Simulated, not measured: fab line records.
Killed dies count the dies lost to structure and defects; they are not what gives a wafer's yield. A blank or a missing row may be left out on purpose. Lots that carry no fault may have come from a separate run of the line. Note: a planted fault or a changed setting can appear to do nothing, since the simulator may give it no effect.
Struck lot and sound lot, side by side | flow gf180mcu | 18 out of 602 route steps
Sound: wafers L256.2, L256.5, L256.6. Struck: wafers L258.3, L258.5 (left out: L258.4, a lot-mate that was not struck); the cause follows at the end.
At each step with rows: each side's tool, then ch and its chambers, then its first start. Under that, the readings that differ: sound wafers | struck wafers | difference of the means | sigmas: that difference in standard deviations of wafers without a fault.
alike: a reading whose means differ by less than 2 such deviations, as well as words and numbers matching on both sides. not compared: withheld readings; readings where some wafer has no value; bounds like >300 that might hide an equal value; numbers whose values overlap and for which the record gives no deviation.
A row with sigmas, a row that says differs or no value, or rows on one side alone: a step with any of these is where the two part. When numbers do not overlap yet have no deviation, they are printed without sigmas and do not part them. A reading missing from all wafers of one side parts the sides only when that side holds two or more wafers.

first, 2 steps without rows for these wafers: GF_CONTACT_PEB_12 (peb time 90 s); GF_CONTACT_DEVELOP_13 (develop time 60 s).
GF_CONTACT_CD_MEAS_14 targets a cd of 220 nm.
  struck on cdSem-02, day 18 22:13; sound on cdSem-01, day 17 17:00
  alike: cdNm
GF_CONTACT_OVL_MEAS_15:
  struck on overlay-01, day 18 22:19; sound on overlay-01, day 17 17:06
reading          | sound    | struck | difference | sigmas
CONTACT_OVL (nm) | -8 -2 -5 | 6 9    | +12        | +2
GF_CONTACT_ETCH_16: etches BARC in N2/H2.
  sound on rieDiel-01 ch 0,1, day 17 17:08; struck on rieDiel-03 ch 0,1, day 18 22:20
  alike: drypumpMotorCurrentA, h2FlowSccm, oesProductAu, throttleValvePct
GF_CONTACT_ETCH_17: etches SiO2 in C4F8/O2/Ar, stops on CoSi2, target depth 860 nm.
  sound on rieDiel-01 ch 0,1; struck on rieDiel-03 ch 0,1
  alike: oesProductAu
GF_CONTACT_STRIP_18: strips in O2/N2.
  sound on plasmaAsher-01 ch 0,1, day 17 17:18; struck on plasmaAsher-04 ch 0,1, day 18 22:32
  alike: drypumpMotorCurrentA, heaterPowerW, oesProductAu
  not compared: rfHoursCounterH
then, 3 steps without rows for these wafers: GF_CONTACT_CLEAN_19 (cleans in SPM); GF_CONTACT_CLEAN_20 (cleans in DIW); GF_CONTACT_CLEAN_21 (cleans in dHF, time 20 s).
GF_CONTACT_SPUTTER_22: material Ti, target thk 15 nm, time 80.02 s.
  struck on pvdSputter-03, day 18 22:48; sound on pvdSputter-01, day 17 17:36
  alike: cathodeDcPowerW, throttleValvePct
GF_CONTACT_SPUTTER_23: material TiN, target thk 10 nm, time 40 s.
  struck on pvdSputter-03, day 18 22:52; sound on pvdSputter-01, day 17 17:40
reading             | sound                | struck        | difference | sigmas
cathodeDcPowerW (W) | 4000.8 4000.4 4000.3 | 3999.0 3998.6 | -1.7       | -2
  alike: throttleValvePct
GF_CONTACT_CVD_24: deposits W, target thk 300 nm, time 90.339 s.
  sound on cvdW-02 ch 0,1, day 17 17:42; struck on cvdW-02 ch 0, day 18 22:56
reading                              | sound                | struck        | difference | sigmas
heaterPowerW (W)                     | 763 888 781          | 631 647       | -172       | -2
susceptorTempC (C)                   | 399.99 399.88 400.36 | 370.87 370.93 | -29.18     | -99 or more
model.W_of_CONTACT_CVD_24.thkNm (nm) | 303.5 299.1 300      | 174.7 176     | -125.5     | 
  alike: chamberPressureTorr
GF_CONTACT_RS_MEAS_25: measurement is done with a four-point probe.
  struck on filmMetro-04, day 18 23:02; sound on filmMetro-03, day 17 17:49
reading               | sound             | struck      | difference | sigmas
CONTACT_W_RS (ohm/sq) | 0.379 0.383 0.382 | 0.663 0.659 | +0.280     | +76
GF_CONTACT_THK_MEAS_26: measures by xrf.
  struck on filmMetro-04, day 18 23:08; sound on filmMetro-03, day 17 17:56
reading            | sound       | struck  | difference | sigmas
CONTACT_W_THK (nm) | 298 293 296 | 174 175 | -121       | -30
GF_CONTACT_CMP_27: polishes, stops on SiO2, t overpolish 15 s, target thk 0 nm.
  sound on cmp-02 ch 0,3, day 17 18:02; struck on cmp-02 ch 2, day 18 23:21
reading             | sound          | struck    | difference | sigmas
timeToEndpointS (s) | 76.4 75.0 74.9 | 40.3 43.3 | -33.6      | -14
  alike: motorCurrentA
then, 1 step without rows for these wafers: GF_M1_SPUTTER_00 (material Ti, target thk 37.5 nm, time 150 s).
-- the record jumps here: 12 days lie between the struck wafers' starts before and after (it left off in module M1 and takes up again in module PASSIVATION, whose first step shown is number 602 of the route) --
GF_PASSIVATION_PROBE_99:
  only the struck wafers here have rows in the record (prober-02, day 31 05:38); the sound ones have none

## WHERE THEY PART
Last at GF_PASSIVATION_PROBE_99 as far as this record goes, first at GF_CONTACT_OVL_MEAS_15.

WHY: what had been put in by the simulator
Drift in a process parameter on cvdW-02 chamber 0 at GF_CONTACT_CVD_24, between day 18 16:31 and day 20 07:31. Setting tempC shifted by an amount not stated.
